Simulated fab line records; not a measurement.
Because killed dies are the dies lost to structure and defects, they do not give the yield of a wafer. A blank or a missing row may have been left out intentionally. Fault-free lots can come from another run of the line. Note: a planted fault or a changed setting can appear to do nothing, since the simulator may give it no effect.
What tool caused it? -- flow gf180mcu -- 6 lots with 18 wafers sampled at 2 steps, on a route of 602 steps

## WHAT THE GAUGES SHOWED, per wafer
GF_MVSD_OVL_MEAS_07.
lot,measured,on,MVSD_OVL (nm)
L425,day 4 15:35,overlay-02,-2.0 1.7 -1.8
L428,day 5 08:05,overlay-01,-0.5 0.0 1.2
L430,day 5 20:37,overlay-02,- - -
L434,day 6 21:44,overlay-02,-0.3 -1.9 -0.8
L441,day 8 14:50,overlay-01,0.0 0.3 1.4
L444,day 9 05:59,overlay-02,0.3 -0.7 -2.4

## WHICH TOOL RAN EACH LOT (tool, then ch and the chambers of the sampled wafers, then the start)
lot,GF_MVSD_COAT_02
L425,"litho-track-02 ch 0, day 4 08:36"
L428,"litho-track-03 ch 0, day 5 01:04"
L430,"litho-track-02, day 5 12:49"
L434,"litho-track-02 ch 0, day 6 13:52"
L441,"litho-track-04 ch 0, day 8 06:28"
L444,"litho-track-02 ch 0, day 8 21:22"
- GF_MVSD_COAT_02: resist thk 3000 nm.

## THE ANSWER, worked out from the rows above alone
Rule: the lots themselves supply what counts as usual. Put in order of their means at a reading, lots are off if they are a third of the lots or fewer, leave a main group of 4 or more, and stand apart from it by a gap of 3 or more times the standard deviation of the main group's means; of several such gaps the widest counts. A main group whose means are all the same, to the digits that the tables above print for the reading, isn't used. A lot without any number at a reading at which 4 lots or more have one is off too. The other lots that the step has rows for count as sound.
Off: at GF_MVSD_OVL_MEAS_07 (MVSD_OVL), L430. Without a number there: L430. For the main group the mean is -0.4 nm and the standard deviation 0.64.
A tool fits if, at a process step before that reading, it ran every lot that is off, and no sound lot after the first of them. Those tools and the gauges at GF_MVSD_OVL_MEAS_07 are tried in the same way. Of those tried, none fits.

## WHAT HAD BEEN PUT IN BY THE SIMULATOR
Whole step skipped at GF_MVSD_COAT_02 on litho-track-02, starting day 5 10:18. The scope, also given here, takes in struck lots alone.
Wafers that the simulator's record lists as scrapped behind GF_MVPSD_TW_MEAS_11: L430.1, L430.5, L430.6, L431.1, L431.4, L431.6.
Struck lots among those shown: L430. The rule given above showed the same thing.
